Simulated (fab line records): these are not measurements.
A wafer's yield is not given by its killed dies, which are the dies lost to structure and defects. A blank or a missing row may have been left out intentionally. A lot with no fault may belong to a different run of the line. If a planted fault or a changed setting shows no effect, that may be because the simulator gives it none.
The tool behind it: which one? -- flow sky130 -- 33 wafers from 11 lots sampled at 6 of the route's 708 steps

## WHAT THE GAUGES READ, wafer by wafer
SKY_SD_P_OVL_MEAS_08.
lot,measured,on,SD_P_OVL (nm)
L645,day 25 04:04,overlay-02,-0.1 -0.9 -1.1
L647,day 26 05:21,overlay-02,-0.5 0.4 0.6
L648,day 26 10:44,overlay-01,-1.7 -2.3 -2.9
L652,day 28 05:20,overlay-01,-0.6 1.2 -1.1
L653,day 28 13:02,overlay-01,-0.2 0.2 -0.1
L655,day 29 00:04,overlay-01,-3.0 -3.6 -3.3
L657,day 29 12:44,overlay-02,1.3 0.6 0.3
L656,day 29 16:23,overlay-01,0.5 -1.1 -1.2
L668,day 33 17:26,overlay-02,-0.6 0.2 -0.8
L667,day 33 20:38,overlay-01,-2.1 -1.4 -2.0
L666,day 33 22:02,overlay-02,-0.1 -0.4 0.1

SKY_LI_CONTACT_THK_MEAS_01.
lot,measured,on,LI_CONTACT_HDPCVD_THK (nm)
L645,day 27 15:59,film metro-02,919 912 918
L647,day 28 16:00,film metro-02,941 925 940
L648,day 28 22:28,film metro-04,927 925 916
L652,day 30 15:10,film metro-02,934 912 939
L653,day 30 23:14,film metro-02,941 920 924
L655,day 31 10:01,film metro-02,911 934 901
L657,day 31 21:36,film metro-01,940 915 924
L656,day 32 00:58,film metro-02,923 919 920
L668,day 35 23:29,film metro-04,942 935 934
L667,day 36 02:41,film metro-01,1114 917 940 1115 916 939
L666,day 36 03:46,film metro-01,931 1117 909 931 1118 909

SKY_LI_CONTACT_BOW_MEAS_03.
lot,measured,on,LI_CONTACT_BOW (um)
L645,day 27 16:20,film metro-02,62 54 55
L647,day 28 16:22,film metro-01,52 63 55
L648,day 28 22:50,film metro-01,58 43 41
L652,day 30 15:32,film metro-01,52 62 72
L653,day 30 23:36,film metro-01,59 48 43
L655,day 31 10:23,film metro-04,67 67 42
L657,day 31 21:58,film metro-01,56 62 50
L656,day 32 01:20,film metro-02,60 43 55
L668,day 35 23:52,film metro-01,50 59 60
L667,day 36 04:44,film metro-04,67 59 61
L666,day 36 10:05,film metro-01,51 58 47

## WHICH TOOL RAN EACH LOT (tool, then ch and the chambers of the sampled wafers, then the start)
lot,SKY_POLY_CUT_ETCH_10,SKY_LI_CONTACT_HDPCVD_00,SKY_LI_CONTACT_CMP_02
L645,"rie diel-04 ch 1,2,3, day 23 21:56","hdpcvd-02 ch 0,1, day 27 15:52","cmp-02 ch 0,1, day 27 16:02"
L647,"rie diel-02 ch 0,2,3, day 24 23:47","hdpcvd-01 ch 1,2, day 28 15:53","cmp-02 ch 0,1,2, day 28 16:04"
L648,"rie diel-02 ch 0,1, day 25 05:17","hdpcvd-02 ch 0,2, day 28 22:20","cmp-02 ch 2,3, day 28 22:31"
L652,"rie diel-04 ch 1,3, day 27 00:49","hdpcvd-02 ch 0,1, day 30 15:03","cmp-01 ch 0,1,3, day 30 15:13"
L653,"rie diel-02 ch 0,3, day 27 07:50","hdpcvd-02 ch 0,1,2, day 30 23:07","cmp-02 ch 2,3, day 30 23:17"
L655,"rie diel-02 ch 0,1,2, day 27 19:35","hdpcvd-01 ch 0,2, day 31 09:55","cmp-02 ch 0,1,2, day 31 10:05"
L657,"rie diel-04 ch 0,1, day 28 09:07","hdpcvd-02 ch 0,1,2, day 31 21:29","cmp-02 ch 0,1,2, day 31 21:43"
L656,"rie diel-01 ch 0,1,3, day 28 11:58","hdpcvd-02 ch 0,2, day 32 00:52","cmp-01 ch 0,2, day 32 01:02"
L668,"rie diel-02 ch 0,2,3, day 32 14:43","hdpcvd-01 ch 1,2, day 35 23:22","cmp-02 ch 1,2,3, day 35 23:32"
L667,"rie diel-04 ch 0,2,3, day 32 18:22","hdpcvd-01 ch 0,1,2, day 36 02:35","cmp-01 ch 0,1,2, day 36 04:32"
L666,"rie diel-01 ch 0,3, day 32 19:20","hdpcvd-01 ch 0,1,2, day 36 03:38","cmp-01 ch 1,2,3, day 36 09:50"
- SKY_POLY_CUT_ETCH_10: etches BARC in N2/H2, stops on SiO2, time 45.9 s, target depth 60 nm.
- SKY_LI_CONTACT_HDPCVD_00: deposits PSG, target thk 930 nm, time 155 s.
- SKY_LI_CONTACT_CMP_02: polishes PSG.

## AS READ BY THE TOOLS THEMSELVES (means over the sampled wafers that have a number; for cases with no such wafer, the mark the record gives instead)
SKY_POLY_CUT_ETCH_10.
lot,tool,drypump motor current A (A),oes product au (a.u.),throttle valve pct (%)
L645,rie diel-04,6.2,0.848,13.226
L647,rie diel-02,5.9,0.854,13.227
L648,rie diel-02,5.8,0.852,13.220
L652,rie diel-04,6.2,0.858,13.232
L653,rie diel-02,6.1,0.855,13.229
L655,rie diel-02,5.7,0.853,13.221
L657,rie diel-04,6.3,0.855,13.222
L656,rie diel-01,5.4,0.855,13.225
L668,rie diel-02,5.9,0.854,13.226
L667,rie diel-04,6.4,0.854,13.220
L666,rie diel-01,5.2,0.855,13.218

SKY_LI_CONTACT_HDPCVD_00.
lot,tool,sih4 flow sccm (sccm),susceptor temp C (C)
L645,hdpcvd-02,60.02,599.88
L647,hdpcvd-01,60.08,600.02
L648,hdpcvd-02,60.09,599.86
L652,hdpcvd-02,59.99,600.37
L653,hdpcvd-02,60.07,600.01
L655,hdpcvd-01,59.93,599.99
L657,hdpcvd-02,60.09,600.10
L656,hdpcvd-02,60.22,600.04
L668,hdpcvd-01,60.13,599.95
L667,hdpcvd-01,63.96,599.97
L666,hdpcvd-01,64.09,600.05

SKY_LI_CONTACT_CMP_02.
lot,tool,motor current A (A),time to endpoint s (s)
L645,cmp-02,11.6,32
L647,cmp-02,12.2,36
L648,cmp-02,12.0,30
L652,cmp-01,12.5,33
L653,cmp-02,12.4,29
L655,cmp-02,12.6,30
L657,cmp-02,12.3,36
L656,cmp-01,12.4,30
L668,cmp-02,12.0,32
L667,cmp-01,13.0,37
L666,cmp-01,11.3,38

## THE ANSWER, worked out from the rows above alone
Rule: usual is defined by the lots themselves. Put in order of their means at a reading, lots are off if they are a third of the lots or fewer, leave a main group of 4 or more, and stand apart from it by a gap of 3 or more times the standard deviation of the main group's means; of several such gaps the widest counts. The tables above print the reading to a certain number of digits; a main group whose means all agree to those digits is not used. Also off: a lot with no number at a reading for which 4 or more lots have one. Any other lot the step has rows for is counted as sound. After the gauges, taken in route order, come the tools' own readings; for these a lot's mean is taken, as printed above. At the first step where some lot is off, the reading lying furthest off is the one used; lots without a number count as furthest.
Off: at SKY_LI_CONTACT_THK_MEAS_01 (LI_CONTACT_HDPCVD_THK), L667, L666. Main group: mean 926 nm, sd 7.2.
A tool fits if, at a process step before that reading, it ran every lot that is off, and no sound lot after the first of them. Not tried: the gauges at SKY_LI_CONTACT_THK_MEAS_01; whatever is off there is also off at SKY_LI_CONTACT_HDPCVD_00, on other tools, and gauge error can't account for it. One fits: SKY_LI_CONTACT_HDPCVD_00 on hdpcvd-01. A fault onset in the window from L668 (day 35 23:22, its last sound lot) to L667 (day 36 02:35, its first lot off) fits.
On the lots that are off, the tool's own readings at SKY_LI_CONTACT_HDPCVD_00 differ by more than 5 times the standard deviation of the sound lots' means, which bears it out; sih4 flow sccm reads 64.03 sccm there versus 60.07 sccm on the sound lots.

## WHAT WAS PUT IN BY THE SIMULATOR
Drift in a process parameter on hdpcvd-01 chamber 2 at SKY_LI_CONTACT_HDPCVD_00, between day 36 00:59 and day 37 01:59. From 60, the setting sih4 flow sccm moved by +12. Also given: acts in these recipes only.
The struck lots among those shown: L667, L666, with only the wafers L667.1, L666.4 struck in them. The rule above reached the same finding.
